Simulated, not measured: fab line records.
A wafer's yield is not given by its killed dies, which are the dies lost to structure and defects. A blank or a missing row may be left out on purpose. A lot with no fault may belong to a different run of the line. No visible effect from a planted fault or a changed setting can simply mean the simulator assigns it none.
The same fault as seen by 2 desks	flow gf180mcu	what lay behind the numbers comes last; until then each desk has only its own

== AT THE METROLOGY DESK ==
What the gauges read, lot by lot, whatever tool the lot ran on: means of the sampled wafers that have a number. If a lot's mean is further than 4 standard deviations from the usual mean, the lot is out of limits and carries the mark OUT (the distance appears in the brackets).
Columns: A = HV_LDD_2_TW at GF_HV_LDD_TW_MEAS_23, usual 1057; B = NSD_TW at GF_NSD_TW_MEAS_12, usual 4240; C = NSD_RS at GF_PSD_RS_MEAS_14, usual 46.15 ohm/sq
lot	first seen here	A	B	C
L616	day 11 00:25	1048	4241	46.07
L619	day 11 20:39	1055	4307	46.15
L620	day 12 07:42	1044	4218	46.17
L622	day 12 19:56	1070	4221	46.13
L623	day 12 19:58	1044	4235	46.12
L625	day 13 20:14	1050	4295	46.25
L627	day 14 07:10	1067	4215	46.16
L631	day 15 15:20	1050	4180	46.13
L632	day 15 23:01	1056	4308	44.92 (-15) OUT
L633	day 16 05:37	1064	4240	44.90 (-16) OUT
L638	day 17 20:31	1063	4216	46.22
L639	day 17 23:09	1055	4217	46.15
This desk reports L632, L633 out of limits; the earliest was L632 at day 20 01:34 (NSD_RS at GF_PSD_RS_MEAS_14). L616, L619, L620, L622, L623, L625, L627, L631, L638, L639: within limits.

== FOR THE TOOL OWNER'S DESK: implanter-01 ==
GF_NSD_IMPLANT_09, tool's own readings: per-lot mean of the sampled wafers with a number, covering each lot this tool ran. If a lot's mean is further than 4 standard deviations from the usual mean, the lot is out of limits and carries the mark OUT (the distance appears in the brackets).
Columns: A = beam energy keV at GF_NSD_IMPLANT_09, usual 60.005
lot	first seen here	A
L616	day 13 14:10	59.992
L623	day 15 13:52	60.000
L631	day 18 15:54	60.033
L632	day 19 00:20	64.363 (+99 or more) OUT
L633	day 19 06:39	64.375 (+99 or more) OUT
This desk's finding: out of limits on L632, L633; first on L632, day 19 00:20 (beam energy keV at GF_NSD_IMPLANT_09). L616, L623, L631: within limits.

== PUT TOGETHER ==
At day 19 00:20, on L632, L633, the tool owner's desk was in a position to raise an alarm.
An alarm was possible from the metrology desk at day 20 01:34, on L632, L633.
GF_NSD_IMPLANT_09 was run on implanter-01 by each of the lots named.

== WHAT THE SIMULATOR PUT IN ==
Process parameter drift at GF_NSD_IMPLANT_09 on implanter-01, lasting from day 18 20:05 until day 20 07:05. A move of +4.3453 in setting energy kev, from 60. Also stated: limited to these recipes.
Lots struck among those shown: L632, L633.
Counting hours from when the fault started, the first reading out of limits came at 4 for the tool owner's desk and at 29 for the metrology desk.
